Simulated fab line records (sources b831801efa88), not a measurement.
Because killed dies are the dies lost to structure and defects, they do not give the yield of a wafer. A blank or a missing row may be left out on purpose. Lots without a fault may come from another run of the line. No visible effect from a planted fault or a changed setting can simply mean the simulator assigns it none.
8D (eight disciplines) problem report, filled in by code -- flow gf180mcu -- the parts of the form that need people (team, actions taken, sign-off) are left out

## 1. WHAT WENT WRONG
Mean DNWELL_TW at GF_DNWELL_TW_MEAS_09: 1521 over 6 wafers in 2 lots; fault-free wafers: 1356, standard deviation 7.1. That is +23 standard deviations from the usual mean.
Earliest sighting: wafer L349.3 on film-metro-01 at day 5 05:53. At this step, 39 wafers from 13 lots have a number in the record. The rule behind "out" and "out of limits": a value lying over 4 standard deviations away from the usual mean. The other wafers with a number count as sound.

## 2. WHAT IT IS; WHAT IT IS NOT
question,is,is not
which readings at this step,DNWELL_TW,-
which lots,"L349, L351","L339, L341, L342, L343, L348, L353, L354, L357, L359, L361, L362"
which wafers of those lots,all that have a number,-
read on which gauges,"film-metro-01, film-metro-02",film-metro-04
when,from day 5 05:53,"up to then (15 sound wafers); but 18 sound wafers of L353, L354, L357, L359, L361, L362 came after"

## 3. SUSPECTS, AND WHAT RULES EACH OUT
Counting: a tool stays on the suspect list if, at a process step up to the reading, it processed all lots that are out and no sound lot following the first of them.
- ruled out: the gauge at GF_DNWELL_TW_MEAS_09. Those wafers that are out were read across 2 gauges (film-metro-01, film-metro-02).
- implanter-03 at GF_DNWELL_IMPLANT_07: kept. It ran every lot that is out, first L349 (day 5 05:40), and no sound lot after that; its last sound lot up to then is L342 (day 3 10:17). Its own beam-on-s, faraday-current-uA readings are out on those wafers.
The count leaves implanter-03 at GF_DNWELL_IMPLANT_07.

## 4. THE CAUSE (what the simulator had put in)
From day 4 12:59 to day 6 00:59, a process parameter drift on implanter-03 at GF_DNWELL_IMPLANT_07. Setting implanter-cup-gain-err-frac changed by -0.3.
After counting, this tool was the only one left.

## 5. THE CHAIN OF EFFECTS, in route order
Each row: a reading where the mean over the struck wafers with a number is more than 3 standard deviations away from the usual. Only readings whose record carries a usual standard deviation are examined. hours: median over the lots of the time between each lot's start at the first step of this table that gives one and its start at this step. sigmas: the change, counted in usual standard deviations.
hours,step,reading,usual,on struck wafers,change,sigmas
0,GF_DNWELL_IMPLANT_07,beam-on-s,10.00 s,14.14,+4.14,+21
0,GF_DNWELL_IMPLANT_07,faraday-current-uA,56.4,39.8,-16.6,-14
0,GF_DNWELL_TW_MEAS_09,DNWELL_TW,1356,1521,+165,+23
Its process steps:
- GF_DNWELL_IMPLANT_07
Later steps that measure or inspect, where all struck wafers having a row at the step show a number for every such reading and not one has moved that far: GF_V3_RS_MEAS_24.

## 6. WHAT WOULD HAVE CAUGHT IT SOONER
Counted from the fault's start at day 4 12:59, it took 17 hours until the first out-of-limits reading at a measuring or inspecting step in this record, taken at day 5 05:53.
Tool's own readings at GF_DNWELL_IMPLANT_07, beam-on-s, faraday-current-uA: out on all struck wafers the step has rows for; an alarm limit on them would have tripped on the first.
Among the 2 lots that are out, L351 began GF_DNWELL_IMPLANT_07 on implanter-03 after day 5 05:53. It would have been spared by a hold on the tool at that moment.
